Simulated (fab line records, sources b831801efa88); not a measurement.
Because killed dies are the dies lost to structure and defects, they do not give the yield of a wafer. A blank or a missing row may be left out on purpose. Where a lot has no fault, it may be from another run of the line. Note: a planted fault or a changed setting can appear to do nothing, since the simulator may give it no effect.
A single fault, viewed from 2 desks || flow sky130 || each desk has only its own numbers; what lay behind them comes last

== AT THE TOOL OWNER'S DESK: cmp-02 ==
The tool's own readings at SKY_VIA2_CMP_02 (polishes SiO2): means of the sampled wafers that have a number, for each lot that ran on this tool. If a lot's mean is further than 4 standard deviations from the usual mean, the lot is out of limits and carries the mark OUT (the distance appears in the brackets).
Columns: A = motor_current_A at SKY_VIA2_CMP_02, usual 12.7 A; B = retaining_ring_pressure_frac at SKY_VIA2_CMP_02, usual 1.000
{"lot": "L262", "first seen here": "day 35 12:07", "A": 12.5, "B": 1.001}
{"lot": "L266", "first seen here": "day 36 14:14", "A": 12.2, "B": 1.002}
{"lot": "L268", "first seen here": "day 37 14:20", "A": 13.8, "B": 1.001}
{"lot": "L270", "first seen here": "day 37 16:58", "A": 12.4, "B": 1.001}
{"lot": "L269", "first seen here": "day 37 17:13", "A": 13.4, "B": 1.003}
{"lot": "L282", "first seen here": "day 41 12:32", "A": 12.5, "B": 0.997}
{"lot": "L283", "first seen here": "day 41 14:51", "A": 13.2, "B": 0.999}
{"lot": "L284", "first seen here": "day 41 19:22", "A": 12.1, "B": 1.002}
Finding of this desk: none of the 8 lots has anything out of limits.

== METROLOGY DESK ==
What the gauges read for every lot (on any tool): the sampled wafers with a number, averaged. If a lot's mean is further than 4 standard deviations from the usual mean, the lot is out of limits and carries the mark OUT (the distance appears in the brackets).
Columns: A = CONTACT_CVD_00_THK at SKY_CONTACT_THK_MEAS_01, usual 75.2 nm; B = VIA1_W_THK at SKY_VIA1_THK_MEAS_23, usual 277 nm
{"lot": "L262", "first seen here": "day 30 17:17", "A": 75.1, "B": 272}
{"lot": "L264", "first seen here": "day 31 06:22", "A": 76.0, "B": 277}
{"lot": "L265", "first seen here": "day 31 12:44", "A": 76.7, "B": 277}
{"lot": "L266", "first seen here": "day 31 20:13", "A": 76.7, "B": 282}
{"lot": "L268", "first seen here": "day 32 23:27", "A": 76.0, "B": 278}
{"lot": "L270", "first seen here": "day 33 00:09", "A": 75.8, "B": 275}
{"lot": "L269", "first seen here": "day 33 01:20", "A": 73.4, "B": 275}
{"lot": "L281", "first seen here": "day 37 00:16", "A": 72.9, "B": 282}
{"lot": "L282", "first seen here": "day 37 01:07", "A": 74.2, "B": 281}
{"lot": "L283", "first seen here": "day 37 05:35", "A": 75.2, "B": 282}
{"lot": "L284", "first seen here": "day 37 07:34", "A": 74.8, "B": 278}
Finding of this desk: none of the 11 lots has anything out of limits.

== ALL TOGETHER ==
The tool owner's desk saw nothing out of limits.
The metrology desk saw nothing out of limits.

== WHAT THE SIMULATOR HAD INSERTED ==
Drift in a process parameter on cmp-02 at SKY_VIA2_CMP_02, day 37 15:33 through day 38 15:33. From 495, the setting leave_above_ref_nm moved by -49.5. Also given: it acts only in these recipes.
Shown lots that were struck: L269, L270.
